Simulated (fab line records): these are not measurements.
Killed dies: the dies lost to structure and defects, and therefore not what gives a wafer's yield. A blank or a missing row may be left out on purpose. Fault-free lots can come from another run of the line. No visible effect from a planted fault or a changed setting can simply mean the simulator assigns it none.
The same fault as seen by 2 desks | flow sky130 | each desk holds nothing but its own numbers, with what lay behind them at the end

== AT THE METROLOGY DESK ==
What the gauges read, lot by lot, whatever tool the lot ran on: means of the sampled wafers that have a number. If a lot's mean is further than 4 standard deviations from the usual mean, the lot is out of limits and carries the mark OUT (the distance appears in the brackets).
Columns: A = FIELD_ISO_OXIDATION_00_THK at SKY_FIELD_ISO_THK_MEAS_02, usual 12.02 nm; B = NWELL_2_TW at SKY_NWELL_TW_MEAS_26, usual 499; C = VT_ADJUST_NCORE_OVL at SKY_VT_ADJUST_NCORE_OVL_MEAS_08, usual -0.2 nm
lot  | first seen here | A     | B   | C
L509 | day 1 22:02     | 11.89 | 494 | 1.8
L510 | day 2 02:38     | 12.13 | 495 | 1.3
L511 | day 2 07:38     | 12.15 | 495 | 0.5
L512 | day 2 12:40     | 11.93 | 495 | -1.9
L513 | day 2 17:39     | 12.14 | 498 | 0.1
L514 | day 2 22:40     | 11.97 | 494 | -193.0 (-99 or more) OUT
L515 | day 3 03:39     | 12.05 | 494 | -190.3 (-99 or more) OUT
L517 | day 3 14:52     | 11.91 | 495 | -192.3 (-99 or more) OUT
L519 | day 4 00:42     | 12.24 | 505 | -190.8 (-99 or more) OUT
L521 | day 4 11:45     | 11.80 | 509 | 0.2
L522 | day 4 14:39     | 11.82 | 504 | 1.2
L529 | day 6 02:22     | 12.54 | 501 | -0.4
This desk's result: L514, L515, L517, L519 out of limits, first on L514 (VT_ADJUST_NCORE_OVL at SKY_VT_ADJUST_NCORE_OVL_MEAS_08), day 10 18:14. In limits: L509, L510, L511, L512, L513, L521, L522, L529.

== TOOL OWNER'S DESK, ilineStepper-01 ==
The tool's own readings at SKY_VT_ADJUST_NCORE_EXPOSE_04 (exposes mask LVTN COMPLEMENT THIN, target cd 380 nm): means of the sampled wafers that have a number, for each lot that ran on this tool. If a lot's mean is further than 4 standard deviations from the usual mean, the lot is out of limits and carries the mark OUT (the distance appears in the brackets).
Columns: A = stageVelMmS at SKY_VT_ADJUST_NCORE_EXPOSE_04, usual 499.95 mm/s
lot  | first seen here | A
L512 | day 10 02:17    | 500.01
L513 | day 10 02:53    | 499.94
L514 | day 10 07:21    | 499.74
L515 | day 10 14:38    | 499.95
L517 | day 11 03:04    | 499.86
L519 | day 11 16:01    | 499.80
Finding of this desk: none of the 6 lots has anything out of limits.

== PUT TOGETHER ==
An alarm was possible from the metrology desk at day 10 18:14, on L514, L515, L517, L519.
The tool owner's desk saw nothing out of limits.
The tool owner's desk has L514, L515, L517, L519 on record, within its limits.
Every lot named ran SKY_VT_ADJUST_NCORE_EXPOSE_04 on ilineStepper-01.

== WHAT WAS PUT IN BY THE SIMULATOR ==
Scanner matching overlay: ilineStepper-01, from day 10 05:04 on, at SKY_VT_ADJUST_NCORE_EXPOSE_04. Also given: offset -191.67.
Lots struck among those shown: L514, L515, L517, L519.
Delay in hours, fault start to first out-of-limits reading, per desk: metrology desk 13.
